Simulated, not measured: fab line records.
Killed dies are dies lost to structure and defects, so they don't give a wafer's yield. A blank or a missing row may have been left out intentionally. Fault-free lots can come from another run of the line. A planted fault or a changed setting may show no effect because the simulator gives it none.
Which tool is to blame? :: flow sky130 :: 12 lots with 36 wafers sampled at 2 steps, on a route of 708 steps

## WHAT EACH GAUGE READ, for each wafer
SKY_CONTACT_THK_MEAS_03.
lot: L926
measured: day 29 23:33
on: film-metro-03
CONTACT_HDPCVD_THK (nm): 564 564 559

lot: L928
measured: day 31 10:09
on: film-metro-04
CONTACT_HDPCVD_THK (nm): 565 563 570

lot: L929
measured: day 31 14:49
on: film-metro-03
CONTACT_HDPCVD_THK (nm): 561 560 563

lot: L930
measured: day 31 18:06
on: film-metro-04
CONTACT_HDPCVD_THK (nm): 561 552 554

lot: L931
measured: day 32 03:24
on: film-metro-03
CONTACT_HDPCVD_THK (nm): 565 561 565

lot: L939
measured: day 34 19:16
on: film-metro-04
CONTACT_HDPCVD_THK (nm): 552 562 566

lot: L940
measured: day 34 21:07
on: film-metro-04
CONTACT_HDPCVD_THK (nm): 574 572 574

lot: L943
measured: day 36 05:11
on: film-metro-04
CONTACT_HDPCVD_THK (nm): 561 566 558

lot: L944
measured: day 36 08:50
on: film-metro-03
CONTACT_HDPCVD_THK (nm): 568 569 563

lot: L947
measured: day 37 13:01
on: film-metro-04
CONTACT_HDPCVD_THK (nm): 574 563 564

lot: L948
measured: day 37 18:48
on: film-metro-03
CONTACT_HDPCVD_THK (nm): 572 571 570

lot: L949
measured: day 38 02:28
on: film-metro-01
CONTACT_HDPCVD_THK (nm): 564 561 560

## WHAT TOOL EACH LOT RAN ON (gives the tool, then ch and the chambers of the sampled wafers, and finally the start)
lot: L926
SKY_LOCAL_INTERCONNECT_STRIP_15: plasma-asher-01 ch 0, day 29 22:47

lot: L928
SKY_LOCAL_INTERCONNECT_STRIP_15: plasma-asher-04 ch 0,1, day 31 09:22

lot: L929
SKY_LOCAL_INTERCONNECT_STRIP_15: plasma-asher-01 ch 0,1, day 31 14:04

lot: L930
SKY_LOCAL_INTERCONNECT_STRIP_15: plasma-asher-04 ch 0,1, day 31 17:20

lot: L931
SKY_LOCAL_INTERCONNECT_STRIP_15: plasma-asher-01 ch 0,1, day 32 02:38

lot: L939
SKY_LOCAL_INTERCONNECT_STRIP_15: plasma-asher-01 ch 0,1, day 34 18:29

lot: L940
SKY_LOCAL_INTERCONNECT_STRIP_15: plasma-asher-03 ch 0,1, day 34 20:20

lot: L943
SKY_LOCAL_INTERCONNECT_STRIP_15: plasma-asher-03 ch 0,1, day 36 04:26

lot: L944
SKY_LOCAL_INTERCONNECT_STRIP_15: plasma-asher-03 ch 0,1, day 36 08:02

lot: L947
SKY_LOCAL_INTERCONNECT_STRIP_15: plasma-asher-04 ch 0,1, day 37 12:14

lot: L948
SKY_LOCAL_INTERCONNECT_STRIP_15: plasma-asher-04 ch 0,1, day 37 18:02

lot: L949
SKY_LOCAL_INTERCONNECT_STRIP_15: plasma-asher-01 ch 0,1, day 38 01:32
- SKY_LOCAL_INTERCONNECT_STRIP_15: strips in O2/N2.

## WHAT THE TOOLS THEMSELVES READ (means of the sampled wafers that have a number; where no wafer has one, the mark that the record gives instead)
SKY_LOCAL_INTERCONNECT_STRIP_15.
lot: L926
tool: plasma-asher-01
chamber-pressure-mTorr (mTorr): 1500.5
drypump-motor-current-A (A): 6.5
oes-product-au (a.u.): 0.423
strip-time-to-endpoint-s (s): 4.711

lot: L928
tool: plasma-asher-04
chamber-pressure-mTorr (mTorr): 1499.1
drypump-motor-current-A (A): 5.3
oes-product-au (a.u.): 0.423
strip-time-to-endpoint-s (s): 4.720

lot: L929
tool: plasma-asher-01
chamber-pressure-mTorr (mTorr): 1501.6
drypump-motor-current-A (A): 6.5
oes-product-au (a.u.): 0.431
strip-time-to-endpoint-s (s): 4.709

lot: L930
tool: plasma-asher-04
chamber-pressure-mTorr (mTorr): 1499.8
drypump-motor-current-A (A): 5.5
oes-product-au (a.u.): 0.427
strip-time-to-endpoint-s (s): 4.723

lot: L931
tool: plasma-asher-01
chamber-pressure-mTorr (mTorr): 1500.5
drypump-motor-current-A (A): 6.5
oes-product-au (a.u.): 0.424
strip-time-to-endpoint-s (s): 4.706

lot: L939
tool: plasma-asher-01
chamber-pressure-mTorr (mTorr): 1498.7
drypump-motor-current-A (A): 6.6
oes-product-au (a.u.): 0.430
strip-time-to-endpoint-s (s): 4.733

lot: L940
tool: plasma-asher-03
chamber-pressure-mTorr (mTorr): 1499.9
drypump-motor-current-A (A): 5.6
oes-product-au (a.u.): 0.430
strip-time-to-endpoint-s (s): 4.715

lot: L943
tool: plasma-asher-03
chamber-pressure-mTorr (mTorr): 1500.2
drypump-motor-current-A (A): 5.6
oes-product-au (a.u.): 0.426
strip-time-to-endpoint-s (s): 4.725

lot: L944
tool: plasma-asher-03
chamber-pressure-mTorr (mTorr): 1500.3
drypump-motor-current-A (A): 5.7
oes-product-au (a.u.): 0.424
strip-time-to-endpoint-s (s): 4.695

lot: L947
tool: plasma-asher-04
chamber-pressure-mTorr (mTorr): 1500.7
drypump-motor-current-A (A): 5.3
oes-product-au (a.u.): 0.427
strip-time-to-endpoint-s (s): 4.739

lot: L948
tool: plasma-asher-04
chamber-pressure-mTorr (mTorr): 1500.4
drypump-motor-current-A (A): 5.3
oes-product-au (a.u.): 0.427
strip-time-to-endpoint-s (s): 4.703

lot: L949
tool: plasma-asher-01
chamber-pressure-mTorr (mTorr): 1499.3
drypump-motor-current-A (A): 6.5
oes-product-au (a.u.): 0.426
strip-time-to-endpoint-s (s): 4.707

## THE ANSWER, worked out from the rows above alone
Rule: the usual values come from the lots themselves. The widest of any qualifying gaps counts: lots, ordered by their means at a reading, are off when they make up no more than a third of the lots, leave a main group of 4 or more, and stand apart from it by 3 or more times the standard deviation of that group's means. A main group is skipped when, at the precision printed for the reading in the tables above, its means are all equal. Also off: a lot with no number at a reading for which 4 or more lots have one. Any other lot the step has rows for is counted as sound. After the gauges, taken in route order, come the tools' own readings; for these a lot's mean is taken, as printed above. At the first step where some lot is off, the reading lying furthest off is the one used; lots without a number count as furthest.
No lot is off on any of the readings shown, so nothing can be concluded from this.

## WHAT WAS PUT IN BY THE SIMULATOR
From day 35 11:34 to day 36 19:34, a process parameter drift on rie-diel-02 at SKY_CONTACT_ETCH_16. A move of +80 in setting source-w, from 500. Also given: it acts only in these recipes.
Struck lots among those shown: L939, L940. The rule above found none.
